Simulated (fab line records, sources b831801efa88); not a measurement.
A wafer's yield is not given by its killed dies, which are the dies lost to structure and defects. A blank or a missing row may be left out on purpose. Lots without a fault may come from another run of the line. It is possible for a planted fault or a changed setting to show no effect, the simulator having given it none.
What tool caused it?    flow gf180mcu    Sampling: 24 lots, 72 wafers, 5 of 602 route steps

## WHAT THE GAUGES READ, wafer by wafer
GF_VT_IMPLANT_OVL_MEAS_40.
lot   measured      on          VT_IMPLANT_03_OVL (nm)
L074  day 7 18:02   overlay-02  1.0 1.6 0.8
L075  day 7 23:53   overlay-01  -1.3 -0.8 -2.1
L076  day 8 00:53   overlay-02  0.0 -2.5 -1.2
L078  day 8 14:50   overlay-01  2.4 1.1 1.4
L077  day 8 16:04   overlay-01  -0.8 0.1 -0.1
L079  day 9 05:23   overlay-01  -1.1 -1.6 0.0
L080  day 9 06:31   overlay-01  -2.6 -1.7 -3.7
L081  day 9 20:43   overlay-01  0.0 -1.0 0.2
L082  day 9 22:29   overlay-01  -2.6 -2.0 -2.4
L084  day 10 09:16  overlay-01  -0.4 -0.1 -1.7
L083  day 10 09:26  overlay-01  -1.0 -2.1 -0.6
L085  day 11 00:49  overlay-01  0.4 0.6 -0.4
L086  day 11 12:26  overlay-01  0.7 -0.5 1.9
L088  day 12 01:40  overlay-01  -2.0 -1.6 -1.7
L087  day 12 02:37  overlay-01  -0.8 -1.4 0.1
L089  day 12 03:16  overlay-01  -0.3 -1.5 0.0
L090  day 12 09:52  overlay-01  -2.5 -1.4 -2.4
L092  day 12 16:37  overlay-02  0.3 0.6 0.1
L091  day 12 16:55  overlay-01  -0.9 0.2 -1.7
L093  day 12 21:16  overlay-02  -0.2 1.1 0.3
L094  day 13 01:43  overlay-02  0.2 -1.1 0.2
L095  day 13 13:04  overlay-01  -2.5 -1.5 -0.7
L096  day 13 16:43  overlay-01  1.2 -0.7 0.5
L097  day 13 18:56  overlay-02  1.1 -1.2 1.9

GF_SALICIDE_THK_MEAS_05: measures by xrf.
lot   measured      on             SALICIDE_TIN_THK (nm)
L074  day 15 10:00  film_metro-03  20.1 20.3 19.8
L075  day 15 19:25  film_metro-04  19.5 19.5 19.4
L076  day 15 22:49  film_metro-03  20.3 20.0 19.9
L078  day 16 10:35  film_metro-02  19.9 19.3 19.8
L077  day 16 16:46  film_metro-03  20.1 19.9 19.9
L079  day 17 02:34  film_metro-02  19.7 19.3 19.8
L080  day 17 06:53  film_metro-02  19.9 19.8 19.7
L081  day 18 02:57  film_metro-03  19.6 19.7 19.5
L082  day 18 07:00  film_metro-04  20.0 19.7 19.4
L084  day 19 00:57  film_metro-03  20.2 19.5 19.5
L083  day 18 19:20  film_metro-03  19.5 19.4 19.8
L085  day 19 14:15  film_metro-03  20.3 20.1 20.0
L086  day 20 07:24  film_metro-04  19.9 20.7 20.6
L088  day 20 22:07  film_metro-04  20.3 19.8 19.9
L087  day 21 01:27  film_metro-03  18.8 19.6 19.6
L089  day 21 02:19  film_metro-03  19.6 19.2 20.4
L090  day 21 09:12  film_metro-02  20.1 20.0 20.3
L092  day 21 15:35  film_metro-03  20.0 19.8 20.1
L091  day 21 20:05  film_metro-04  20.6 20.1 20.4
L093  day 22 00:01  film_metro-04  19.7 20.1 19.9
L094  day 22 08:03  film_metro-04  20.1 20.5 19.8
L095  day 22 14:22  film_metro-02  19.9 19.8 19.9
L096  day 22 21:33  film_metro-04  20.1 20.3 20.3
L097  day 23 00:59  film_metro-03  19.7 20.3 20.0

GF_M3_THK_MEAS_06: measures by xrf.
lot   measured      on             M3_ALCU_THK (nm)
L074  day 20 13:40  film_metro-03  447 449 448
L075  day 21 00:20  film_metro-03  444 447 444
L076  day 21 05:10  film_metro-03  439 445 433
L078  day 21 17:48  film_metro-02  452 442 449
L077  day 22 00:10  film_metro-03  445 445 445
L079  day 22 09:55  film_metro-03  439 440 448
L080  day 22 15:14  film_metro-03  452 453 451
L081  day 23 11:04  film_metro-01  455 453 457
L082  day 23 13:34  film_metro-02  459 457 449
L084  day 24 07:20  film_metro-03  443 447 448
L083  day 24 01:28  film_metro-01  456 457 450
L085  day 24 19:02  film_metro-03  455 451 453
L086  day 25 10:31  film_metro-02  458 453 460
L088  day 26 00:22  film_metro-02  446 450 450
L087  day 26 02:50  film_metro-03  444 457 445
L089  day 26 04:07  film_metro-03  450 447 442
L090  day 26 10:42  film_metro-03  452 450 454
L092  day 26 14:55  film_metro-01  448 445 448
L091  day 26 18:19  film_metro-01  447 447 454
L093  day 26 22:41  film_metro-03  460 439 453
L094  day 27 04:36  film_metro-03  460 453 460
L095  day 27 10:29  film_metro-03  450 449 456
L096  day 27 17:19  film_metro-01  451 458 459
L097  day 27 21:08  film_metro-02  440 447 443

## WHAT TOOL EACH LOT RAN ON (gives the tool, then ch and the chambers of the sampled wafers, and finally the start)
lot   GF_SALICIDE_RTA_06                GF_CONTACT_CVD_02
L074  rtp_anneal-02 ch 0, day 15 10:04  pecvd-01 ch 1,2, day 15 10:28
L075  rtp_anneal-02 ch 0, day 15 19:28  pecvd-03 ch 0,2, day 15 19:52
L076  rtp_anneal-02 ch 0, day 15 22:53  pecvd-02 ch 0,1,2, day 15 23:22
L078  rtp_anneal-01 ch 0, day 16 10:40  pecvd-03 ch 0,1,2, day 16 11:03
L077  rtp_anneal-02 ch 0, day 16 16:49  pecvd-01 ch 1,2, day 16 17:13
L079  rtp_anneal-01 ch 0, day 17 02:38  pecvd-01 ch 0,2, day 17 03:00
L080  rtp_anneal-01 ch 0, day 17 06:56  pecvd-03 ch 0,1,2, day 17 07:20
L081  rtp_anneal-02 ch 0, day 18 03:01  pecvd-03 ch 0,1, day 18 03:25
L082  rtp_anneal-02 ch 0, day 18 07:04  pecvd-03 ch 0,1, day 18 07:26
L084  rtp_anneal-01 ch 0, day 19 01:01  pecvd-01 ch 0,1, day 19 01:25
L083  rtp_anneal-02 ch 0, day 18 19:23  pecvd-03 ch 0,1,2, day 18 19:47
L085  rtp_anneal-01 ch 0, day 19 14:19  pecvd-03 ch 0,1,2, day 19 14:43
L086  rtp_anneal-02 ch 0, day 20 07:28  pecvd-01 ch 0,2, day 20 07:50
L088  rtp_anneal-01 ch 0, day 20 22:11  pecvd-01 ch 1,2, day 20 22:34
L087  rtp_anneal-01 ch 0, day 21 01:31  pecvd-03 ch 0,1,2, day 21 01:55
L089  rtp_anneal-02 ch 0, day 21 02:22  pecvd-02 ch 1,2, day 21 02:46
L090  rtp_anneal-02 ch 0, day 21 09:16  pecvd-01 ch 0,1,2, day 21 09:40
L092  rtp_anneal-01 ch 0, day 21 15:39  pecvd-03 ch 0,1, day 21 16:02
L091  rtp_anneal-01 ch 0, day 21 20:08  pecvd-02 ch 1,2, day 21 20:32
L093  rtp_anneal-01 ch 0, day 22 00:04  pecvd-03 ch 0,1, day 22 00:29
L094  rtp_anneal-02 ch 0, day 22 08:07  pecvd-02 ch 0,1,2, day 22 08:37
L095  rtp_anneal-01 ch 0, day 22 14:26  pecvd-02 ch 0,2, day 22 14:49
L096  rtp_anneal-02 ch 0, day 22 21:37  pecvd-03 ch 0,2, day 22 22:01
L097  rtp_anneal-02 ch 0, day 23 01:03  pecvd-01 ch 1,2, day 23 01:25
- GF_SALICIDE_RTA_06: time 30 s.
- GF_CONTACT_CVD_02: deposits SiO2 from TEOS, target thk 860 nm, time 95.992 s.

## WHAT THE TOOLS THEMSELVES READ (means of the sampled wafers that have a number; where no wafer has one, the mark that the record gives instead)
GF_SALICIDE_RTA_06.
lot   tool           lamp_power_pct (%)  wafer_temp_C_max
L074  rtp_anneal-02  7.2                 531.8
L075  rtp_anneal-02  7.2                 531.4
L076  rtp_anneal-02  7.2                 531.6
L078  rtp_anneal-01  6.0                 532.6
L077  rtp_anneal-02  7.2                 531.8
L079  rtp_anneal-01  6.0                 531.9
L080  rtp_anneal-01  6.0                 531.9
L081  rtp_anneal-02  7.2                 531.8
L082  rtp_anneal-02  7.2                 531.5
L084  rtp_anneal-01  6.0                 532.4
L083  rtp_anneal-02  7.2                 531.7
L085  rtp_anneal-01  6.0                 531.7
L086  rtp_anneal-02  7.2                 531.8
L088  rtp_anneal-01  6.0                 531.7
L087  rtp_anneal-01  6.0                 531.8
L089  rtp_anneal-02  7.2                 531.8
L090  rtp_anneal-02  7.2                 532.0
L092  rtp_anneal-01  6.0                 532.5
L091  rtp_anneal-01  6.0                 532.2
L093  rtp_anneal-01  6.0                 532.2
L094  rtp_anneal-02  7.2                 532.0
L095  rtp_anneal-01  6.0                 531.9
L096  rtp_anneal-02  7.2                 531.8
L097  rtp_anneal-02  7.2                 532.1

GF_CONTACT_CVD_02.
lot   tool      heater_power_w (W)
L074  pecvd-01  604
L075  pecvd-03  646
L076  pecvd-02  698
L078  pecvd-03  696
L077  pecvd-01  602
L079  pecvd-01  574
L080  pecvd-03  739
L081  pecvd-03  775
L082  pecvd-03  705
L084  pecvd-01  557
L083  pecvd-03  677
L085  pecvd-03  659
L086  pecvd-01  566
L088  pecvd-01  585
L087  pecvd-03  695
L089  pecvd-02  634
L090  pecvd-01  604
L092  pecvd-03  736
L091  pecvd-02  663
L093  pecvd-03  769
L094  pecvd-02  758
L095  pecvd-02  766
L096  pecvd-03  686
L097  pecvd-01  540

## THE ANSWER, worked out from the rows above alone
Rule: the usual values come from the lots themselves. Put in order of their means at a reading, lots are off if they are a third of the lots or fewer, leave a main group of 4 or more, and stand apart from it by a gap of 3 or more times the standard deviation of the main group's means; of several such gaps the widest counts. A main group whose means are all the same, to the digits that the tables above print for the reading, isn't used. Also off: a lot with no number at a reading for which 4 or more lots have one. Any other lot the step has rows for is counted as sound. First the gauges in route order, then the tools' own readings, where a lot's mean is used as printed above. The first step at which some lot is off is used, and at that step the reading that is off furthest; a lot without a number counts as furthest.
Nothing can be told from this: no lot is off at any reading shown.

## WHAT THE SIMULATOR HAD PUT IN
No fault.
